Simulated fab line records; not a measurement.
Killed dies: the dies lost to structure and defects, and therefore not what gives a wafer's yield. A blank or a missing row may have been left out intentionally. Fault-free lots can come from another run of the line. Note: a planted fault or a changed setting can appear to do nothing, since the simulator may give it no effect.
Which tool was responsible? | flow gf180mcu | 13 lots, 39 wafers sampled, at 6 steps of a route of 602

## WHAT EACH GAUGE READ, for each wafer
GF_STI_BOW_MEAS_00. Usual: INCOMING_BOW typically reads 1 um, with standard deviation 6.6.
lot  | measured    | on            | INCOMING_BOW (um) | flag
L458 | day 1 10:00 | film-metro-02 | 8 -3 -3           |
L461 | day 2 01:00 | film-metro-02 | 4 9 -8            |
L462 | day 2 06:01 | film-metro-02 | -7 5 -2           |
L463 | day 2 11:02 | film-metro-03 | -11 -13 1         |
L464 | day 2 16:01 | film-metro-02 | 4 -5 -9           |
L465 | day 2 21:00 | film-metro-02 | 2 -9 4            |
L466 | day 3 02:01 | film-metro-03 | 5 12 12           |
L467 | day 3 07:02 | film-metro-02 | -1 8 8            |
L471 | day 4 03:00 | film-metro-03 | 7 -3 -5           |
L474 | day 4 18:01 | film-metro-04 | -3 -4 -4          |
L476 | day 5 04:00 | film-metro-04 | -1 2 -7           |
L478 | day 5 14:01 | film-metro-02 | 7 13 4            |
L481 | day 6 05:04 | film-metro-03 | 13 2 -3           |

GF_STI_CD_MEAS_12 targets a cd of 220 nm. Usual: 219.8 nm for cd-nm, sd 1.
lot  | measured    | on        | cd-nm (nm)        | flag
L458 | day 2 01:26 | cd-sem-01 | 219.3 219.5 219.7 |
L461 | day 2 16:22 | cd-sem-01 | 220.7 220.3 219.5 |
L462 | day 3 00:51 | cd-sem-01 | 220.3 218.9 220.1 |
L463 | day 3 02:40 | cd-sem-02 | 218.7 218.5 217.6 |
L464 | day 3 09:07 | cd-sem-01 | 219.7 220.7 219.1 |
L465 | day 3 13:26 | cd-sem-01 | 219.5 218.7 219.8 |
L466 | day 3 19:41 | cd-sem-01 | 220.3 220.7 218.8 |
L467 | day 3 23:28 | cd-sem-01 | 220.8 220.6 221.6 |
L471 | day 4 22:07 | cd-sem-01 | 219.5 218.7 220.5 |
L474 | day 5 11:50 | cd-sem-01 | 219.1 219.2 218.5 |
L476 | day 5 21:41 | cd-sem-02 | 218.6 219.6 219.6 |
L478 | day 6 10:06 | cd-sem-01 | 220.1 221.7 220.5 |
L481 | day 6 23:59 | cd-sem-01 | 218.6 218.3 219.5 |

GF_NWELL_OVL_MEAS_07. Usual: NWELL_OVL typically reads 0.5 nm, with standard deviation 1.5.
lot  | measured    | on         | NWELL_OVL (nm) | flag
L458 | day 3 08:10 | overlay-02 | 0.7 2.3 1.4    |
L461 | day 3 23:34 | overlay-01 | 1.8 1.4 2.4    |
L462 | day 4 08:20 | overlay-02 | -0.2 0.2 -0.3  |
L463 | day 4 10:29 | overlay-02 | 1.2 0.7 0.0    |
L464 | day 4 16:20 | overlay-01 | 0.5 1.5 -0.7   |
L465 | day 4 21:07 | overlay-02 | 0.3 -0.2 -0.8  |
L466 | day 5 04:16 | overlay-02 | -2.0 -0.4 -0.8 |
L467 | day 5 06:59 | overlay-01 | 0.2 0.7 0.0    |
L471 | day 6 07:10 | overlay-01 | 1.9 2.8 3.2    |
L474 | day 7 00:01 | overlay-01 | 1.5 1.4 2.0    |
L476 | day 7 10:05 | overlay-02 | 0.2 -0.3 -0.9  |
L478 | day 7 22:05 | overlay-02 | -0.9 -0.3 0.6  |
L481 | day 8 12:22 | overlay-01 | -0.9 0.8 1.9   |

GF_NWELL_TW_MEAS_11. Usual: NWELL_TW typically reads 1573, with standard deviation 7.3.
lot  | measured    | on            | NWELL_TW       | flag
L458 | day 3 08:39 | film-metro-03 | 1573 1582 1580 |
L461 | day 3 23:59 | film-metro-02 | 1567 1574 1569 |
L462 | day 4 08:47 | film-metro-02 | 1572 1558 1557 |
L463 | day 4 10:56 | film-metro-02 | 1563 1561 1564 |
L464 | day 4 16:46 | film-metro-03 | 1571 1566 1565 |
L465 | day 4 21:34 | film-metro-03 | 1563 1576 1560 |
L466 | day 5 04:42 | film-metro-01 | 1751 1749 1743 | OFF
L467 | day 5 07:26 | film-metro-03 | 1578 1564 1567 |
L471 | day 6 07:37 | film-metro-01 | 1762 1757 1750 | OFF
L474 | day 7 00:27 | film-metro-01 | 1576 1575 1578 |
L476 | day 7 10:31 | film-metro-02 | 1569 1569 1558 |
L478 | day 7 22:32 | film-metro-01 | 1566 1564 1562 |
L481 | day 8 12:49 | film-metro-01 | 1577 1584 1584 |

GF_VT_IMPLANT_RS_MEAS_47: uses a four-point probe to measure. Usual: NWELL_RS typically reads 488.3 ohm/sq, with standard deviation 1.3.
lot  | measured     | on            | NWELL_RS (ohm/sq) | flag
L458 | day 7 14:30  | film-metro-01 | 488.0 487.2 488.5 |
L461 | day 8 07:29  | film-metro-01 | 486.0 487.4 485.7 |
L462 | day 8 20:11  | film-metro-01 | 488.6 488.5 488.6 |
L463 | day 8 22:08  | film-metro-02 | 487.6 486.1 488.7 |
L464 | day 9 05:11  | film-metro-02 | 490.1 490.4 489.3 |
L465 | day 9 11:19  | film-metro-03 | 489.8 488.9 488.7 |
L466 | day 9 19:52  | film-metro-01 | 648.2 646.9 647.5 | OFF
L467 | day 10 01:20 | film-metro-02 | 486.4 486.9 486.4 |
L471 | day 11 04:38 | film-metro-02 | 647.5 647.4 647.2 | OFF
L474 | day 12 01:16 | film-metro-01 | 486.2 487.5 486.6 |
L476 | day 12 13:49 | film-metro-03 | 490.3 489.6 489.6 |
L478 | day 13 07:26 | film-metro-03 | 489.9 490.0 490.7 |
L481 | day 13 21:51 | film-metro-01 | 487.8 487.2 486.4 |

## WHAT TOOL EACH LOT RAN ON (gives the tool, then ch and the chambers of the sampled wafers, and finally the start)
lot  | GF_NWELL_IMPLANT_08
L458 | implanter-03 ch 0, day 3 08:13
L461 | implanter-01 ch 0, day 3 23:35
L462 | implanter-01 ch 0, day 4 08:23
L463 | implanter-04 ch 0, day 4 10:34
L464 | implanter-01 ch 0, day 4 16:23
L465 | implanter-04 ch 0, day 4 21:10
L466 | implanter-04 ch 0, day 5 04:19
L467 | implanter-01 ch 0, day 5 07:04
L471 | implanter-04 ch 0, day 6 07:13
L474 | implanter-01 ch 0, day 7 00:04
L476 | implanter-01 ch 0, day 7 10:07
L478 | implanter-03 ch 0, day 7 22:08
L481 | implanter-04 ch 0, day 8 12:28
- GF_NWELL_IMPLANT_08

## AS READ BY THE TOOLS THEMSELVES (means over the sampled wafers that have a number; for cases with no such wafer, the mark the record gives instead)
GF_NWELL_IMPLANT_08. Usual: beam-on-s 10.01 s, standard deviation 0.19; end-station-pressure-torr 5.03e-06 Torr, standard deviation 2.7e-07; faraday-current-uA 84.5, standard deviation 1.6; tilt-deg 0.000 degrees, standard deviation 0.017.
lot  | tool         | beam-on-s (s) | end-station-pressure-torr (Torr) | faraday-current-uA | tilt-deg (degrees) | flag
L458 | implanter-03 | 9.85          | 5.23e-06                         | 85.7               | 0.000              |
L461 | implanter-01 | 10.09         | 4.89e-06                         | 83.8               | -0.017             |
L462 | implanter-01 | 9.73          | 5.12e-06                         | 86.8               | 0.029              |
L463 | implanter-04 | 9.98          | 5.02e-06                         | 84.7               | 0.006              |
L464 | implanter-01 | 10.17         | 5.11e-06                         | 83.2               | -0.005             |
L465 | implanter-04 | 10.08         | 5.23e-06                         | 83.9               | 0.018              |
L466 | implanter-04 | 9.96          | 5.03e-06                         | 85.0               | 4.935              | OFF
L467 | implanter-01 | 9.94          | 5.25e-06                         | 85.1               | 0.005              |
L471 | implanter-04 | 10.20         | 5.10e-06                         | 82.7               | 4.910              | OFF
L474 | implanter-01 | 10.10         | 5.25e-06                         | 83.7               | -0.025             |
L476 | implanter-01 | 9.91          | 4.90e-06                         | 85.3               | 0.004              |
L478 | implanter-03 | 9.81          | 5.18e-06                         | 86.3               | 0.020              |
L481 | implanter-04 | 9.89          | 4.93e-06                         | 85.5               | 0.006              |

## THE ANSWER, worked out from the rows above alone
Rule: a lot is off if the mean of its wafers that have a number lies more than 3 standard deviations from the usual mean. Also off: a lot with no number at a reading for which 4 or more lots have one. All remaining lots with rows at the step are treated as sound. Order of review: gauges by route order, followed by the tools' own readings, for which a lot's mean as printed above is used. At the first step where some lot is off, the reading lying furthest off is the one used; lots without a number count as furthest.
Off: L466, L471, seen at GF_NWELL_TW_MEAS_11 (NWELL_TW).
If a tool, at a process step before that reading, ran all the lots that are off and no sound lot after the first of them, it fits. Not tried: the gauges at GF_NWELL_TW_MEAS_11; whatever is off there is also off at GF_NWELL_IMPLANT_08, on other tools, and gauge error can't account for it. Not one of the candidates tried fits.

## WHAT THE SIMULATOR HAD INSERTED
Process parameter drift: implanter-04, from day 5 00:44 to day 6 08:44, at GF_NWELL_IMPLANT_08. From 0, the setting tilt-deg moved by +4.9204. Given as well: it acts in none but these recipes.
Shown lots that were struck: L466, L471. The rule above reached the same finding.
